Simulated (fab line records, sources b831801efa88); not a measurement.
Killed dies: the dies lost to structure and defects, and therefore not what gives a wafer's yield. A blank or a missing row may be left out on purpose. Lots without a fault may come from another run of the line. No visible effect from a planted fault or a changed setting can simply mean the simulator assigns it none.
Chamber matching || flow gf180mcu || GF_V4_CMP_26 on cmp-01 has 4 sister chambers
The step polishes, stops on SiO2, t overpolish 15 s, target thk 0 nm. 4 wafers are shown with their chamber, then 12 later ones without.

## WAFERS, EACH WITH ITS CHAMBER
{"wafer": "L085.5", "chamber": 0, "time to endpoint s (s)": 80}
{"wafer": "L085.2", "chamber": 2, "time to endpoint s (s)": 75}
{"wafer": "L085.3", "chamber": 1, "time to endpoint s (s)": 73}
{"wafer": "L085.4", "chamber": 3, "time to endpoint s (s)": 77}

## WAFERS WHOSE CHAMBER IS MISSING
{"wafer": "L089.4", "time to endpoint s (s)": 81}
{"wafer": "L089.5", "time to endpoint s (s)": 85}
{"wafer": "L089.6", "time to endpoint s (s)": 81}
{"wafer": "L093.3", "time to endpoint s (s)": 80}
{"wafer": "L093.4", "time to endpoint s (s)": 80}
{"wafer": "L093.5", "time to endpoint s (s)": 80}
{"wafer": "L095.1", "time to endpoint s (s)": 85}
{"wafer": "L095.3", "time to endpoint s (s)": 78}
{"wafer": "L095.6", "time to endpoint s (s)": 83}
{"wafer": "L097.2", "time to endpoint s (s)": 91}
{"wafer": "L097.3", "time to endpoint s (s)": 81}
{"wafer": "L097.5", "time to endpoint s (s)": 89}

## THE CHAMBER EACH PASSED THROUGH
{"wafer": "L089.4", "from the rows above": "can't be placed: 0 or 3 or 2 or 1", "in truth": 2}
{"wafer": "L089.5", "from the rows above": "can't be placed: 0 or 3 or 2 or 1", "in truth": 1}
{"wafer": "L089.6", "from the rows above": "can't be placed: 0 or 3 or 2 or 1", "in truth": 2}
{"wafer": "L093.3", "from the rows above": "can't be placed: 0 or 3 or 2 or 1", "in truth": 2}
{"wafer": "L093.4", "from the rows above": "can't be placed: 0 or 3 or 2 or 1", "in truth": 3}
{"wafer": "L093.5", "from the rows above": "can't be placed: 0 or 3 or 2 or 1", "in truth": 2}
{"wafer": "L095.1", "from the rows above": "can't be placed: 0 or 3 or 2 or 1", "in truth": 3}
{"wafer": "L095.3", "from the rows above": "can't be placed: 3 or 0 or 2 or 1", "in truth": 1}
{"wafer": "L095.6", "from the rows above": "can't be placed: 0 or 3 or 2 or 1", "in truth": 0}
{"wafer": "L097.2", "from the rows above": "can't be placed: 0 or 3 or 2 or 1", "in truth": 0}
{"wafer": "L097.3", "from the rows above": "can't be placed: 0 or 3 or 2 or 1", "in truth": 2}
{"wafer": "L097.5", "from the rows above": "can't be placed: 0 or 3 or 2 or 1", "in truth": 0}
Correct placement for 0 of the 12. Can't be placed from these rows: 12 (the true chamber is among the candidates in 12). Wrongly placed: 0.
How it was worked out, from the rows above alone: a wafer's distance from a chamber is the root of the sum, over the readings, of the square of ((its reading less the chamber's mean) divided by the reading's scatter). The wafer belongs to the nearest chamber; if the next one is less than 2 further off, it can't be placed. The mean given for a chamber averages the wafers shown for that chamber. The scatter (one wafer shown for each chamber): square how far every hidden wafer sits from the nearest shown wafer, average those squares and take the square root.
